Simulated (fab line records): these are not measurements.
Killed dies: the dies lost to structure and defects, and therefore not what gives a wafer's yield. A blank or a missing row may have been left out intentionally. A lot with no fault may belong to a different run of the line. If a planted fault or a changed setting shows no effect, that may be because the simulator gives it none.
Which tool was responsible? ; flow sky130 ; 42 wafers from 14 lots sampled at 2 of the route's 708 steps

## WHAT EACH GAUGE READ, for each wafer
Not one reading of a measure or inspect step in the record can be checked against a usual standard deviation.

## TOOL THAT RAN EACH LOT (tool first, then ch and the chambers of the sampled wafers, then the start)
lot;SKY_METAL4_STRIP_19;SKY_PAD_OPEN_PROBE_99
L584;plasma-asher-01 ch 0,1, day 41 21:13;prober-02, day 45 21:34
L585;plasma-asher-03 ch 0,1, day 42 04:44;prober-01, day 46 04:30
L586;plasma-asher-01 ch 0,1, day 42 13:40;prober-02, day 46 12:07
L588;plasma-asher-01 ch 0,1, day 43 08:21;prober-02, day 47 03:25
L590;plasma-asher-03 ch 0,1, day 43 15:05;prober-01, day 47 10:32
L589;plasma-asher-02 ch 0,1, day 43 17:30;prober-02, day 47 12:31
L591;plasma-asher-03 ch 0,1, day 43 23:50;prober-01, day 47 17:42
L593;plasma-asher-01 ch 0,1, day 44 11:14;prober-02, day 48 05:01
L596;plasma-asher-03 ch 0,1, day 45 04:43;prober-02, day 48 20:01
L603;plasma-asher-03 ch 0,1, day 47 08:13;prober-01, day 50 11:10
L604;plasma-asher-03 ch 0,1, day 47 09:22;prober-02, day 50 12:49
L605;plasma-asher-01 ch 0,1, day 47 16:41;prober-01, day 50 17:58
L606;plasma-asher-01 ch 0,1, day 47 18:19;prober-02, day 50 19:58
L607;plasma-asher-01 ch 0,1, day 47 22:26;prober-01, day 51 00:58
- SKY_METAL4_STRIP_19: strips in O2/N2.
- SKY_PAD_OPEN_PROBE_99

## WHAT THE TOOLS THEMSELVES READ (means of the sampled wafers that have a number; where no wafer has one, the mark that the record gives instead)
SKY_METAL4_STRIP_19.
lot;tool;chamber-pressure-mTorr (mTorr);drypump-motor-current-A (A);oes-product-au (a.u.);strip-time-to-endpoint-s (s)
L584;plasma-asher-01;1499.6;5.4;0.501;6.41
L585;plasma-asher-03;1500.2;6.4;0.497;6.47
L586;plasma-asher-01;1499.5;5.3;0.496;6.46
L588;plasma-asher-01;1499.3;5.4;0.500;6.48
L590;plasma-asher-03;1501.1;6.0;0.510;6.72
L589;plasma-asher-02;1499.5;5.6;0.506;6.70
L591;plasma-asher-03;1498.6;6.0;0.497;6.45
L593;plasma-asher-01;1499.5;5.4;0.504;6.53
L596;plasma-asher-03;1500.8;6.4;0.501;6.54
L603;plasma-asher-03;-;-;-;-
L604;plasma-asher-03;-;-;-;-
L605;plasma-asher-01;1500.2;5.4;0.496;6.40
L606;plasma-asher-01;1499.8;5.4;0.501;6.56
L607;plasma-asher-01;1499.9;5.4;0.506;6.60

SKY_PAD_OPEN_PROBE_99.
lot;tool;defect-limited-yield (%);killed_at_M0_to_M3;killed_at_M4_up;killed-at-contacts;killed-at-front-end;killed-at-other;killed-dies;killed-on-rim;killed-open;killed-short;sort_bin_3_pad_short (%);sort_bin_5_function (%);sort_bin_6_memory (%);sort_bin_8_speed (%);sort-n-pass;sort-yield-pct (%)
L584;prober-02;83.4;40;2.3;23;16;0.0;82;15;46;36;0.8;10.5;5.3;0.00;410;83.4
L585;prober-01;83.3;38;2.3;25;16;0.3;82;15;45;37;0.6;10.8;5.3;0.00;410;83.3
L586;prober-02;82.8;44;2.7;27;12;0.0;85;19;45;39;0.7;11.0;5.6;0.00;407;82.8
L588;prober-02;81.6;49;3.7;23;15;0.7;91;17;45;44;1.3;10.4;6.7;0.00;401;81.6
L590;prober-01;81.8;37;4.7;29;19;0.7;90;17;47;41;1.3;9.7;7.2;0.00;402;81.8
L589;prober-02;81.1;41;4.7;31;16;0.0;93;20;50;43;1.3;12.0;5.6;0.00;399;81.1
L591;prober-01;83.8;38;4.0;25;13;0.0;80;15;45;34;0.9;10.2;5.1;0.00;412;83.8
L593;prober-02;82.2;45;3.3;25;13;0.7;87;17;47;41;0.9;9.9;7.0;0.00;405;82.2
L596;prober-02;83.0;44;2.7;24;13;0.3;84;18;46;36;1.0;10.7;5.3;0.07;408;82.9
L603;prober-01;0.0;39;410.7;25;17;0.0;492;96;49;36;0.5;92.8;6.7;0.00;0;0.0
L604;prober-02;0.0;43;412.7;18;18;0.3;492;96;44;38;0.3;94.0;5.8;0.00;0;0.0
L605;prober-01;83.5;41;1.7;23;15;0.3;81;17;42;39;0.7;9.3;6.5;0.00;411;83.5
L606;prober-02;84.8;33;3.7;23;14;0.7;75;15;38;35;1.2;9.2;4.8;0.00;417;84.8
L607;prober-01;84.8;34;3.0;26;11;0.7;75;15;40;35;0.4;8.7;6.0;0.00;417;84.8

## THE ANSWER, worked out from the rows above alone
Rule: the usual values come from the lots themselves. Put in order of their means at a reading, lots are off if they are a third of the lots or fewer, leave a main group of 4 or more, and stand apart from it by a gap of 3 or more times the standard deviation of the main group's means; of several such gaps the widest counts. A main group whose means are all the same, to the digits that the tables above print for the reading, isn't used. A lot without any number at a reading at which 4 lots or more have one is off too. All remaining lots with rows at the step are treated as sound. First the gauges in route order, then the tools' own readings, where a lot's mean is used as printed above. The first step at which some lot is off is used, and at that step the reading that is off furthest; a lot without a number counts as furthest.
Off: L603, L604, at SKY_METAL4_STRIP_19 (chamber-pressure-mTorr). Without a number there: L603, L604. Mean 1499.8 mTorr and standard deviation 0.65 in the main group.
A tool fits if, at that step or a process step before it, it ran every lot that is off, and no sound lot after the first of them. One fits: SKY_METAL4_STRIP_19 on plasma-asher-03. A fault onset in the window from L596 (day 45 04:43, its last sound lot) to L603 (day 47 08:13, its first lot off) fits.
Blank at SKY_METAL4_STRIP_19 on the lots that are off, where sound lots have numbers: chamber-pressure-mTorr, drypump-motor-current-A, oes-product-au, strip-time-to-endpoint-s.

## WHAT HAD BEEN PUT IN BY THE SIMULATOR
Skipped step whole: plasma-asher-03, from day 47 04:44 on, at SKY_METAL4_STRIP_19. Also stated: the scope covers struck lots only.
Struck lots among those shown: L603, L604. Same finding as the rule above.
